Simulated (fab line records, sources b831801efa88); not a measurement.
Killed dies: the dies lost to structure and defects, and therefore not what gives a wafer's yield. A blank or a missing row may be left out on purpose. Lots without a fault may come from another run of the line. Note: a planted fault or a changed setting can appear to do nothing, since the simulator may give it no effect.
Shared-tool check -- flow sky130 -- Lots sampled 10, wafers sampled 30

== THE REASON FOR OPENING IT ==
Of 10 lots, 3 have the reading SPACER_CVD_00_THK flagged at SKY_SPACER_THK_MEAS_01. Wafers without a fault read 43.1 nm, standard deviation 0.42.
Rule: flag the lot when none of its wafers has a number, or when each of its wafers that has one lies beyond 4 standard deviations from that mean. All remaining lots are regarded as sound.

lot,measured,on,"SPACER_CVD_00_THK (nm), wafer by wafer",flag
L635,day 22 17:42,filmMetro-01,43.4 43.4 43.7,
L636,day 23 04:46,filmMetro-02,42.1 42.8 42.5,
L637,day 23 18:28,filmMetro-04,42.5 42.8 42.6,
L641,day 25 18:22,filmMetro-02,42.9 42.6 42.6,
L642,day 25 18:22,filmMetro-04,42.8 42.5 43.2,
L646,day 27 19:43,filmMetro-01,42.9 43.1 42.8,
L650,day 28 05:30,filmMetro-01,43.6 43.5 43.8,
L653,day 30 01:41,filmMetro-04,40.1 40.2 39.7,FLAGGED
L655,day 30 09:15,filmMetro-01,40.0 39.9 39.7,FLAGGED
L656,day 30 12:28,filmMetro-04,39.5 39.6 39.9,FLAGGED
On average the flagged lots' numbers are 39.8 nm, which is -3.3 nm against the usual, or -8 standard deviations.

== WHICH TOOL RAN EACH LOT ==
The record keeps 1 process step preceding the reading, out of 708 steps on the route. In each cell: the tool, then ch and the chambers that the sampled wafers went through, then the start.
lot,flag,SKY_SPACER_CVD_00
L635,,"lpcvd-02 ch 0, day 22 15:53"
L636,,"lpcvd-02 ch 1, day 23 02:57"
L637,,"lpcvd-02 ch 1, day 23 16:40"
L641,,"lpcvd-02 ch 0, day 25 17:08"
L642,,"lpcvd-02 ch 1, day 25 17:08"
L646,,"lpcvd-02 ch 0, day 27 18:30"
L650,,"lpcvd-02 ch 1, day 28 04:17"
L653,FLAGGED,"lpcvd-02 ch 1, day 30 00:27"
L655,FLAGGED,"lpcvd-02 ch 1, day 30 08:01"
L656,FLAGGED,"lpcvd-02 ch 1, day 30 10:39"
These steps, and what they do:
- SKY_SPACER_CVD_00: deposits Si3N4 from DCS/NH3, target thk 43.1 nm, time 740 s.
- SKY_SPACER_THK_MEAS_01

== FLAGGED AGAINST TOTAL, ONE TOOL AT A TIME (gauges that did the reading follow at the end) ==
step,tool,lots run,flagged,share of the flagged lots,sound lots run after its first flagged lot
SKY_SPACER_CVD_00,lpcvd-02,10,3,all,0
SKY_SPACER_THK_MEAS_01,filmMetro-01,4,1,some,0
SKY_SPACER_THK_MEAS_01,filmMetro-02,2,0,none,-
SKY_SPACER_THK_MEAS_01,filmMetro-04,4,2,some,0

== WHAT IS ALLOWED BY THE TABLE ==
Rows of the table that ran each flagged lot: 1, that is lpcvd-02 at SKY_SPACER_CVD_00.
- lpcvd-02 at SKY_SPACER_CVD_00: 3 of its 10 lots flagged. Last sound lot L650 at day 28 04:17, first flagged lot L653 at day 30 00:27; a fault beginning in between fits. Its own readings (susceptorTempC) fall more than 4 standard deviations out on all wafers of the flagged lots.
What remains is a single tool, lpcvd-02 at SKY_SPACER_CVD_00.

== WHAT THE SIMULATOR HAD INSERTED ==
lpcvd-02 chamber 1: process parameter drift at SKY_SPACER_CVD_00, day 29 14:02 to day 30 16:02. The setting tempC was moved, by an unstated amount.
Shown lots that were struck: L653, L655, L656. Same finding as the rule above.
